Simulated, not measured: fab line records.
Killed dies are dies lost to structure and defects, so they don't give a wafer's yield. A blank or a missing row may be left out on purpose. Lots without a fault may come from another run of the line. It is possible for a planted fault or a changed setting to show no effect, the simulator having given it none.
What tool caused it? ; flow sky130 ; Sampling: 14 lots, 40 wafers, 5 of 708 route steps

## WHAT EACH GAUGE READ, for each wafer
SKY_FIELD_ISO_THK_MEAS_02. Usual: for FIELD_ISO_OXIDATION_00_THK the level is 12.02 nm and the standard deviation is 0.2.
lot;measured;on;FIELD_ISO_OXIDATION_00_THK (nm);flag
L708;day 1 13:05;filmMetro-02;11.97 12.15 12.02;
L709;day 1 17:23;filmMetro-04;11.87 11.89 12.00;
L710;day 1 22:25;filmMetro-04;11.82 11.96 11.96;
L711;day 2 04:20;filmMetro-02;11.81 12.01 11.98;
L715;day 2 22:38;filmMetro-02;11.96 12.31;
L717;day 3 08:44;filmMetro-02;11.83 11.94;
L721;day 4 04:44;filmMetro-04;11.93 11.96 12.26;
L724;day 4 22:19;filmMetro-04;11.67 11.71 11.67;
L726;day 5 06:52;filmMetro-04;11.96 12.18 12.12;
L727;day 5 12:54;filmMetro-04;12.12 11.90 11.99;
L728;day 5 16:32;filmMetro-04;12.15 12.13 12.16;
L729;day 5 22:46;filmMetro-01;12.01 12.23 12.19;
L730;day 6 03:00;filmMetro-04;12.30 12.22 12.13;
L731;day 6 07:33;filmMetro-02;12.47 12.30 12.41;

SKY_FIELD_ISO_THK_MEAS_04. Usual: for FIELD_ISO_CVD_03_THK the level is 165.2 nm and the standard deviation is 1.4.
lot;measured;on;FIELD_ISO_CVD_03_THK (nm);flag
L708;day 1 14:56;filmMetro-01;166.2 164.4 164.7;
L709;day 1 19:14;filmMetro-01;164.8 165.7 165.4;
L710;day 2 00:16;filmMetro-04;168.3 167.2 167.2;
L711;day 2 06:11;filmMetro-01;168.5 167.4 168.3;
L715;day 3 01:28;filmMetro-02;164.0 164.2;
L717;day 3 12:35;filmMetro-04;165.3 165.9;
L721;day 4 09:26;filmMetro-02;166.4 165.3 166.4;
L724;day 5 00:09;filmMetro-04;164.3 165.7 167.7;
L726;day 5 08:43;filmMetro-02;166.2 165.1 165.0;
L727;day 5 14:45;filmMetro-02;165.1 166.4 166.0;
L728;day 5 18:22;filmMetro-04;163.4 163.3 163.7;
L729;day 6 00:37;filmMetro-02;164.8 165.4 164.0;
L730;day 6 04:50;filmMetro-01;163.6 163.9 161.1;
L731;day 6 09:24;filmMetro-04;165.5 165.5 166.0;

SKY_VT_ADJUST_LVTN_OVL_MEAS_07. Usual: for VT_ADJUST_LVTN_OVL the level is 2.2 nm and the standard deviation is 1.4.
lot;measured;on;VT_ADJUST_LVTN_OVL (nm);flag
L708;day 7 04:36;overlay-01;3.2 2.1 4.5;
L709;day 7 10:13;overlay-01;3.9 2.6 4.0;
L710;day 7 13:42;overlay-02;2.1 2.3 4.1;
L711;day 7 20:57;overlay-02;2.2 1.1 1.2;
L715;day 8 21:58;overlay-02;3.0 3.3;
L717;day 9 15:56;overlay-02;3.8 4.6;
L721;day 10 20:52;overlay-01;1.6 1.7 1.3;
L724;day 11 15:25;overlay-01;3.0 1.4 1.2;
L726;day 12 00:46;overlay-01;3.3 1.1 1.3;
L727;day 12 06:58;overlay-01;0.9 1.8 1.3;
L728;day 12 11:51;overlay-02;3.5 4.3 2.9;
L729;day 12 19:10;overlay-01;0.3 1.0 1.8;
L730;day 13 01:42;overlay-01;2.2 1.6 -0.4;
L731;day 13 06:51;overlay-01;-0.5 0.0 0.1;

## TOOL THAT RAN EACH LOT (tool first, then ch and the chambers of the sampled wafers, then the start)
lot;SKY_NWELL_COAT_05;SKY_NWELL_STRIP_14
L708;lithoTrack-04 ch 0, day 4 09:26;plasmaAsher-01 ch 1, day 4 19:36
L709;lithoTrack-03 ch 0, day 4 14:34;plasmaAsher-01 ch 0,1, day 5 00:16
L710;lithoTrack-03 ch 0, day 4 18:10;plasmaAsher-02 ch 0,1, day 5 03:23
L711;lithoTrack-04 ch 0, day 5 00:05;plasmaAsher-04 ch 0,1, day 5 10:05
L715;lithoTrack-03 ch 0, day 5 23:20;plasmaAsher-02 ch 1, day 6 09:43
L717;lithoTrack-03 ch 0, day 6 12:58;plasmaAsher-01 ch 0,1, day 6 23:10
L721;lithoTrack-04 ch 0, day 7 12:56;plasmaAsher-01 ch 0,1, day 7 23:40
L724;lithoTrack-04 ch 0, day 8 05:07;plasmaAsher-01 ch 0,1, day 8 16:02
L726;lithoTrack-02 ch 0, day 8 12:57;plasmaAsher-01 ch 0,1, day 9 01:23
L727;lithoTrack-04 ch 0, day 8 18:56;plasmaAsher-02 ch 0,1, day 9 07:41
L728;lithoTrack-04 ch 0, day 9 00:05;plasmaAsher-04 ch 1, day 9 11:59
L729;lithoTrack-04 ch 0, day 9 05:46;plasmaAsher-04 ch 0,1, day 9 17:43
L730;lithoTrack-04 ch 0, day 9 12:23;plasmaAsher-02 ch 0,1, day 10 00:05
L731;lithoTrack-02 ch 0, day 9 14:59;plasmaAsher-04 ch 0, day 10 02:56
- SKY_NWELL_COAT_05: resist thk 3000 nm.
- SKY_NWELL_STRIP_14: strips in O2/N2.

## WHAT THE TOOLS THEMSELVES READ (means of the sampled wafers that have a number; where no wafer has one, the mark that the record gives instead)
SKY_NWELL_STRIP_14. Usual: drypumpMotorCurrentA 5.9 A, standard deviation 0.56; oesProductAu 0.723 a.u., standard deviation 0.0045; stripTimeToEndpointS 36.99 s, standard deviation 0.082.
lot;tool;drypumpMotorCurrentA (A);oesProductAu (a.u.);stripTimeToEndpointS (s);flag
L708;plasmaAsher-01;6.2;0.722;36.95;
L709;plasmaAsher-01;5.7;0.726;37.03;
L710;plasmaAsher-02;5.2;0.719;37.21;
L711;plasmaAsher-04;6.1;0.717;36.93;
L715;plasmaAsher-02;4.7;0.716;29.42;OFF
L717;plasmaAsher-01;5.8;0.714;21.79;OFF
L721;plasmaAsher-01;5.9;0.723;36.93;
L724;plasmaAsher-01;5.9;0.720;36.88;
L726;plasmaAsher-01;5.7;0.722;36.94;
L727;plasmaAsher-02;5.7;0.720;37.02;
L728;plasmaAsher-04;6.4;0.724;36.96;
L729;plasmaAsher-04;6.3;0.724;36.96;
L730;plasmaAsher-02;5.2;0.719;36.94;
L731;plasmaAsher-04;5.9;0.724;37.02;

## THE ANSWER, worked out from the rows above alone
Rule: take the mean of a lot's wafers that have a number; if it is more than 3 standard deviations from the usual mean, the lot is off. Also off: a lot with no number at a reading for which 4 or more lots have one. All remaining lots with rows at the step are treated as sound. Order of review: gauges by route order, followed by the tools' own readings, for which a lot's mean as printed above is used. At the first step where some lot is off, the reading lying furthest off is the one used; lots without a number count as furthest.
Off at SKY_NWELL_STRIP_14 (stripTimeToEndpointS): L715, L717.
If a tool, at that step or one of the process steps before it, ran each lot that is off and ran no sound lot following the first of them, it fits. One fits: lithoTrack-03 at SKY_NWELL_COAT_05. Its last sound lot is L710 (day 4 18:10), its first lot that is off L715 (day 5 23:20): a fault that began between those two fits.

## WHAT WAS PUT IN BY THE SIMULATOR
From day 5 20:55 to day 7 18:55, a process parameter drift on lithoTrack-03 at SKY_NWELL_COAT_05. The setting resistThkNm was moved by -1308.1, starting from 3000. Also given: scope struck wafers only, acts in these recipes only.
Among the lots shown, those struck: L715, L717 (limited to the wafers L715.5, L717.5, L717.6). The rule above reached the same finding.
